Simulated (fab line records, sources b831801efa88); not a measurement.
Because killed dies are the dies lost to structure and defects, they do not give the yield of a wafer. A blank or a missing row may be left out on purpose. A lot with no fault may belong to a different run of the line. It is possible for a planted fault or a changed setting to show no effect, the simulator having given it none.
Comparing a struck lot with a sound one | flow sky130 | 18 out of 708 route steps
Sound: the wafers L172.1, L172.2, L172.3. Wafers struck: L170.2, L170.4, L170.5. The cause is given at the end.
Per side, at each step with rows, come the tool, then ch with its chambers, and then its first start. Under that, the readings that differ: sound wafers | struck wafers | difference of the means | sigmas: that difference in standard deviations of wafers without a fault.
alike: readings with means less than 2 such deviations apart, plus words and numbers identical on both sides. not compared: withheld readings, readings lacking a value on some wafer, bounds such as >300 that could conceal the same value, and numbers that have no deviation in the record and whose values overlap.
Wherever a step has rows on one side only, a row that says differs or no value, or a row with sigmas, the two part there. Numbers that have no deviation but don't overlap get no sigmas and don't part them. A reading that every wafer of one side lacks parts them only if that side has two wafers or more.

SKY_LDD_HVP_STRIP_09: strips in O2/N2.
  sound on plasma asher-01 ch 0,1, day 27 08:42; struck on plasma asher-04 ch 0,1, day 26 19:28
  alike: drypump motor current A, oes product au, strip time to endpoint s
  not compared: rf hours counter h
SKY_LDD_HVP_TW_MEAS_10:
  sound: film metro-04 at day 27 08:48; struck: film metro-02 at day 26 19:34
  alike: LDD_HVP_TW
then, 7 steps without rows for these wafers: SKY_LDD_LDN_DEHYDRATE_00 (time 60 s); SKY_LDD_LDN_HMDS_01 (prime time 60 s); SKY_LDD_LDN_COAT_02 (resist thk 1140 nm); SKY_LDD_LDN_SOFTBAKE_03 (time 60 s); SKY_LDD_LDN_EXPOSE_04 (exposes mask LDNTM, target cd 700 nm); SKY_LDD_LDN_PEB_05; SKY_LDD_LDN_DEVELOP_06 (develop time 60 s).
SKY_LDD_LDN_OVL_MEAS_07:
  sound: overlay-01 at day 28 14:12; struck: overlay-01 at day 27 23:55
  reading          | sound          | struck        | difference | sigmas
  LDD_LDN_OVL (nm) | -3.5 -1.5 -3.3 | -0.1 0.5 -0.5 | +2.7       | +2
then, 2 steps without rows for these wafers: SKY_LDD_LDN_IMPLANT_08; SKY_LDD_LDN_IMPLANT_09.
SKY_LDD_LDN_IMPLANT_10:
  sound on implanter-03 ch 0, day 28 14:32; struck on implanter-03 ch 0, day 28 00:35
  alike: beam energy keV, beam on s
after that, 1 step had no rows for these wafers: SKY_LDD_LDN_IMPLANT_11.
SKY_LDD_LDN_STRIP_12: strips in O2/N2.
  sound on plasma asher-03 ch 0,1, day 28 14:50; struck on plasma asher-02 ch 0,1, day 28 00:51
  alike: drypump motor current A, oes product au, strip time to endpoint s
  not compared: rf hours counter h
SKY_LDD_LDN_TW_MEAS_13:
  sound: film metro-02 at day 28 14:56; struck: film metro-01 at day 28 00:58
  reading    | sound          | struck         | difference | sigmas
  LDD_LDN_TW | 1459 1471 1467 | 1596 1609 1606 | +138       | +7
then, 1 step without rows for these wafers: SKY_LDD_LDN_CLEAN_14 (cleans in SC1/SC2, time 150 s).
-- a jump in the record: the struck wafers' starts before and after are 21 days apart (it breaks off in module LDD_LDN and resumes in module PAD_OPEN, where the first step shown is number 708 of the route) --
SKY_PAD_OPEN_PROBE_99:
  sound: prober-02 at day 49 15:32; struck: prober-02 at day 49 05:29
  reading                         | sound          | struck         | difference | sigmas
  model.etest.tip sonos.rs ohm sq | 2699 2703 2683 | 2336 2381 2344 | -341       |
  alike: killed_at_M0_to_M3, killed_at_M4_up, killed at contacts, killed at front end, killed at other, killed dies, killed open, killed short

== WHERE THEY PART ==
At SKY_LDD_LDN_OVL_MEAS_07 first; at SKY_LDD_LDN_TW_MEAS_13 last (within this record only). Later steps at which nothing parts them and some readings are alike: SKY_PAD_OPEN_PROBE_99.

WHY: what the simulator had put in
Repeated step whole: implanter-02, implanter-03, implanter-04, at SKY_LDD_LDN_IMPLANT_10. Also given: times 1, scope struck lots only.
